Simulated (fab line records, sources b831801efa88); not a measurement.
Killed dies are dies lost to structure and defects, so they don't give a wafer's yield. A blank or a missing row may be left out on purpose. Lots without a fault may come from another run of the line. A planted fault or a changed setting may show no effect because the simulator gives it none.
fab line records | flow sky130
record lots=12 wafers=36 last_day=50
route steps=708 shown FIELD_ISO@24 SONOS_ONO@185 GATE_OXIDE@198 SD_N@358
lots that met no fault: from a run of the same line without faults
start_h: hours from the record's first day to the start of the lot's first wafer shown | wait_h: hours since the lot's step before | " the same as in the row above | L1.1+2: a row that stands for several wafers | - no value, or no start given | * or withheld: withheld | < > ~ a bound
route shown NAME@n: a module of which the file shows steps, and the number in the route of the first | usual: mean/standard deviation of fault-free wafers | same: alike in all rows | chamber/n: place in a boat | sites: the reading at each site | _std_site: their standard deviation | _edge_site: outer sites' mean less inner sites' | radius_mm: how far each site lies from the wafer's centre | mask NAME#n: copy n | behind: the tool/chamber that last shaped the wafer | hold: why the lot was held/for how many hours/how that ended | device: the transistor (n, p or np) that didn't switch | end of line: the same wafers' tests at the end of the route | a step without rows: its recipe alone | killed: dies lost to structure and defects at the first sort, not the wafer's yield | map: a wafer's dies, x killed, . not, _ none there
set.NAME: the setting as run; set.NAME@STEP: as run at that earlier step | model.NAME: the simulator's own value behind a step, which no gauge read
steps of the route over a sample of lots; a table a step, a row a wafer
services: from which hour (start_h, from the record's first day; less than 0 if before it) a tool's chamber was out of use, for how many hours, and why
## steps
# step SKY_FIELD_ISO_THK_MEAS_23
# recipe reads=SiO2_of_FIELD_ISO_OXIDATION_22
# usual FIELD_ISO_OXIDATION_01_THK=10.07/0.16
# columns lot.wafer tool chamber start_h wait_h FIELD_ISO_OXIDATION_01_THK[nm]
L827.1 film_metro-03 - 32.57 0.0 9.95
L827.5 " - " " 10.06
L827.6 " - " " 10.11
L830.1 film_metro-02 - 49.06 0.0 10.30
L830.4 " - " " 10.05
L830.6 " - " " 10.18
L831.2 film_metro-03 - 53.17 0.0 10.00
L831.3 " - " " 9.95
L831.6 " - " " 10.09
L832.1 film_metro-03 - 56.79 0.0 9.99
L832.2 " - " " 10.10
L832.6 " - " " 10.08
L834.1 film_metro-03 - 69.16 0.0 10.17
L834.2 " - " " 10.07
L834.5 " - " " 10.14
L839.1 film_metro-02 - 97.57 0.0 9.93
L839.3 " - " " 9.91
L839.4 " - " " 9.89
L840.3 film_metro-04 - 100.46 0.0 10.26
L840.4 " - " " 10.37
L840.6 " - " " 10.22
L841.1 film_metro-03 - 105.85 0.0 10.11
L841.4 " - " " 9.99
L841.5 " - " " 10.15
L846.1 film_metro-03 - 129.81 0.0 10.17
L846.3 " - " " 10.17
L846.6 " - " " 10.16
L847.1 film_metro-03 - 135.89 0.0 10.19
L847.3 " - " " 10.14
L847.6 " - " " 10.13
L849.1 film_metro-02 - 145.27 0.0 10.05
L849.2 " - " " 10.08
L849.3 " - " " 9.99
L850.2 film_metro-03 - 150.85 0.0 9.90
L850.4 " - " " 10.25
L850.6 " - " " 10.05
# step SKY_SONOS_ONO_STRIP_17
# recipe chemistry=O2/N2 power_w=1400 pressure_mtorr=1500 platen_temp_c=withheld o2_flow_sccm=3000 n2_flow_sccm=300 overash_fraction=0.5
# usual drypump_motor_current_A=5.9/0.58 oes_product_au=0.710/0.0047 strip_time_to_endpoint_s=14.08/0.046
# columns lot.wafer tool chamber start_h wait_h drypump_motor_current_A oes_product_au rf_hours_counter_h strip_time_to_endpoint_s
L827.1 plasma_asher-03 0 276.36 0.0 4.9 0.708 57 14.17
L827.5 " 1 " " 5.8 0.705 - 14.11
L827.6 " 0 " " 4.9 0.703 - 14.10
L830.1 plasma_asher-03 1 303.16 0.0 5.7 0.720 60 14.12
L830.4 " 0 " " 4.9 0.708 - 14.10
L830.6 " 0 " " 4.9 0.717 - 14.09
L831.2 plasma_asher-01 1 313.61 0.0 6.1 0.715 52 14.05
L831.3 " 1 " " 6.1 0.708 - 14.07
L831.6 " 1 " " 6.1 0.712 - 14.08
L832.1 plasma_asher-03 0 324.36 0.0 4.9 0.712 62 14.05
L832.2 " 1 " " 5.8 0.715 62 14.02
L832.6 " 0 " " 4.9 0.715 - 14.01
L834.1 plasma_asher-03 1 340.76 0.0 5.8 0.718 63 14.11
L834.2 " 0 " " 4.9 0.713 63 14.08
L834.5 " 0 " " 4.9 0.712 - 14.10
L839.1 plasma_asher-03 0 384.46 0.0 4.9 0.708 68 14.05
L839.3 " 0 " " 4.9 0.711 - 14.12
L839.4 " 1 " " 5.8 0.711 - 14.03
L840.3 plasma_asher-01 1 390.60 0.0 6.1 0.711 - 14.01
L840.4 " 0 " " 6.5 0.711 - 14.02
L840.6 " 1 " " 6.1 0.712 - 13.97
L841.1 plasma_asher-01 0 402.46 0.0 6.6 0.719 61 13.98
L841.4 " 0 " " 6.6 0.706 - 14.04
L841.5 " 0 " " 6.6 0.714 - 13.97
L846.1 plasma_asher-01 1 442.57 0.0 6.1 0.716 65 14.09
L846.3 " 1 " " 6.1 0.705 - 14.10
L846.6 " 1 " " 6.1 0.712 - 14.18
L847.1 plasma_asher-03 0 449.56 0.0 4.9 0.709 74 14.09
L847.3 " 0 " " 4.9 0.713 - 14.08
L847.6 " 0 " " 4.9 0.710 - 14.14
L849.1 plasma_asher-01 0 464.91 0.0 6.6 0.705 68 14.04
L849.2 " 1 " " 6.1 0.707 68 14.10
L849.3 " 0 " " 6.6 0.710 - 14.07
L850.2 plasma_asher-03 1 472.16 0.0 5.8 0.707 77 14.02
L850.4 " 0 " " 4.9 0.713 - 14.05
L850.6 " 1 " " 5.7 0.709 - 14.07
# step SKY_GATE_OXIDE_IMPLANT_11
# recipe species=B energy_kev=10 dose_cm2=2.6e+12 tilt_deg=withheld
# usual dose_ions_cm2=2.5992e+12/2.8e+09 faraday_current_uA=14.68/0.28
# same implant_ion_amu=11
# columns lot.wafer tool chamber start_h wait_h dose_ions_cm2 faraday_current_uA
L827.1 implanter-02 0 303.76 0.0 2.5998e+12 14.56
L827.5 " 0 " " 2.6e+12 14.99
L827.6 " 0 " " 2.5999e+12 14.95
L830.1 implanter-03 0 331.01 0.0 2.6012e+12 14.24
L830.4 " 0 " " 2.6034e+12 14.81
L830.6 " 0 " " 2.6016e+12 14.92
L831.2 implanter-03 0 343.56 0.0 2.5986e+12 14.91
L831.3 " 0 " " 2.604e+12 14.75
L831.6 " 0 " " 2.597e+12 14.90
L832.1 implanter-04 0 354.23 0.0 2.604e+12 14.07
L832.2 " 0 " " 2.6e+12 14.21
L832.6 " 0 " " 2.6016e+12 14.76
L834.1 implanter-04 0 371.69 0.0 2.6004e+12 14.83
L834.2 " 0 " " 2.6064e+12 14.30
L834.5 " 0 " " 2.5984e+12 14.99
L839.1 implanter-04 0 416.59 0.0 2.027e+12 11.20
L839.3 " 0 " " 2.0316e+12 11.37
L839.4 " 0 " " 2.0323e+12 11.68
L840.3 implanter-04 0 421.19 0.1 2.0307e+12 11.50
L840.4 " 0 " " 2.0352e+12 11.28
L840.6 " 0 " " 2.0343e+12 11.50
L841.1 implanter-03 0 434.48 0.0 2.6012e+12 14.82
L841.4 " 0 " " 2.6002e+12 14.69
L841.5 " 0 " " 2.6007e+12 14.81
L846.1 implanter-03 0 474.73 0.0 2.6028e+12 14.39
L846.3 " 0 " " 2.5985e+12 14.71
L846.6 " 0 " " 2.6028e+12 14.98
L847.1 implanter-02 0 481.29 0.0 2.5951e+12 14.92
L847.3 " 0 " " 2.5929e+12 14.64
L847.6 " 0 " " 2.5974e+12 14.96
L849.1 implanter-04 0 497.88 0.0 2.5956e+12 14.78
L849.2 " 0 " " 2.5957e+12 14.28
L849.3 " 0 " " 2.5991e+12 15.01
L850.2 implanter-04 0 505.63 0.0 2.597e+12 14.86
L850.4 " 0 " " 2.5985e+12 14.83
L850.6 " 0 " " 2.5954e+12 14.55
# step SKY_GATE_OXIDE_TW_MEAS_14
# usual GATE_OXIDE_TW=225.3/1.1
# columns lot.wafer tool chamber start_h wait_h GATE_OXIDE_TW
L827.1 film_metro-01 - 304.11 0.1 225.7
L827.5 " - " " 223.5
L827.6 " - " " 223.9
L830.1 film_metro-02 - 331.36 0.1 223.2
L830.4 " - " " 222.0
L830.6 " - " " 224.7
L831.2 film_metro-01 - 343.89 0.1 226.1
L831.3 " - " " 227.6
L831.6 " - " " 226.1
L832.1 film_metro-01 - 354.58 0.1 224.9
L832.2 " - " " 227.1
L832.6 " - " " 226.5
L834.1 film_metro-01 - 372.04 0.1 225.4
L834.2 " - " " 225.9
L834.5 " - " " 224.9
L839.1 film_metro-02 - 416.95 0.1 209.8
L839.3 " - " " 209.3
L839.4 " - " " 209.4
L840.3 film_metro-03 - 421.51 0.1 209.1
L840.4 " - " " 209.3
L840.6 " - " " 210.2
L841.1 film_metro-02 - 434.83 0.1 223.5
L841.4 " - " " 222.7
L841.5 " - " " 223.4
L846.1 film_metro-03 - 475.18 0.1 226.1
L846.3 " - " " 227.6
L846.6 " - " " 226.3
L847.1 film_metro-03 - 481.76 0.1 225.8
L847.3 " - " " 226.0
L847.6 " - " " 226.0
L849.1 film_metro-02 - 498.23 0.1 225.8
L849.2 " - " " 225.6
L849.3 " - " " 225.3
L850.2 film_metro-03 - 505.97 0.1 226.2
L850.4 " - " " 224.7
L850.6 " - " " 226.2
# step SKY_SD_N_RS_MEAS_16
# recipe thk_meas_gauge=four-point-probe
# usual SD_N_RS=68.61/0.11
# columns lot.wafer tool chamber start_h wait_h SD_N_RS[ohm/sq]
L827.1 film_metro-01 - 640.59 0.1 68.72
L827.5 " - " " 68.66
L827.6 " - " " 68.74
L830.1 film_metro-02 - 671.18 0.1 68.62
L830.4 " - " " 68.62
L830.6 " - " " 68.47
L831.2 film_metro-02 - 681.05 0.1 68.57
L831.3 " - " " 68.46
L831.6 " - " " 68.53
L832.1 film_metro-04 - 696.58 0.1 68.63
L832.2 " - " " 68.64
L832.6 " - " " 68.55
L834.1 film_metro-04 - 711.73 0.1 68.54
L834.2 " - " " 68.84
L834.5 " - " " 68.46
L839.1 film_metro-04 - 747.18 0.1 68.63
L839.3 " - " " 68.65
L839.4 " - " " 68.77
L840.3 film_metro-04 - 755.93 0.1 68.62
L840.4 " - " " 68.65
L840.6 " - " " 68.52
L841.1 film_metro-04 - 765.03 0.1 68.80
L841.4 " - " " 68.65
L841.5 " - " " 68.42
L846.1 film_metro-01 - 800.01 0.1 68.75
L846.3 " - " " 68.74
L846.6 " - " " 68.62
L847.1 film_metro-02 - 806.59 0.1 68.39
L847.3 " - " " 68.49
L847.6 " - " " 68.60
L849.1 film_metro-04 - 822.63 0.1 68.58
L849.2 " - " " 68.55
L849.3 " - " " 68.67
L850.2 film_metro-04 - 829.61 0.1 68.58
L850.4 " - " " 68.64
L850.6 " - " " 68.45
## services
# columns tool chamber start_h hours kind
implanter-02 - 284.10 2.6 pm
implanter-04 - 297.35 3.3 repair
implanter-04 - 302.07 2.6 repair
implanter-04 - 359.57 9.7 repair
implanter-02 - 378.48 41.1 pm
implanter-03 - 409.43 3.8 pm
plasma_asher-03 - 411.54 0.8 repair
implanter-03 - 420.38 1.3 repair
implanter-02 - 421.88 1.3 repair
implanter-03 - 448.61 0.6 repair
implanter-03 - 485.75 3.5 repair
plasma_asher-01 - 495.47 7.8 pm
## key
first_sign step=SKY_GATE_OXIDE_IMPLANT_11 reading=dose_ions_cm2 direction=down sigmas=99+ usual=* struck=*
effect step=SKY_GATE_OXIDE_IMPLANT_11 reading=faraday_current_uA direction=down sigmas=12 usual=14.68 struck=11.42
effect step=SKY_GATE_OXIDE_TW_MEAS_14 reading=GATE_OXIDE_TW direction=down sigmas=14 usual=225.3 struck=209.5
met_at SKY_GATE_OXIDE_IMPLANT_11
struck_lots L839,L840
tester_left_out L839,L840
not_acting_at SKY_FIELD_ISO_THK_MEAS_23,SKY_SONOS_ONO_STRIP_17,SKY_SD_N_RS_MEAS_16
onset_between 371.69 416.59
fault kind=process_parameter_drift tool=implanter-04 chamber=- onset_h=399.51 steps=SKY_GATE_OXIDE_IMPLANT_11 channel=dose_cm2 offset=* shape=step end_h=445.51 acts_in=* stated=*
# tester_left_out: of these lots the tester's yield and bins aren't shown, on N5 and GAA mostly nor the transistor test; their killed dies are dies lost to structure and defects alone, not to doping, threshold or leakage, so they don't give the yield
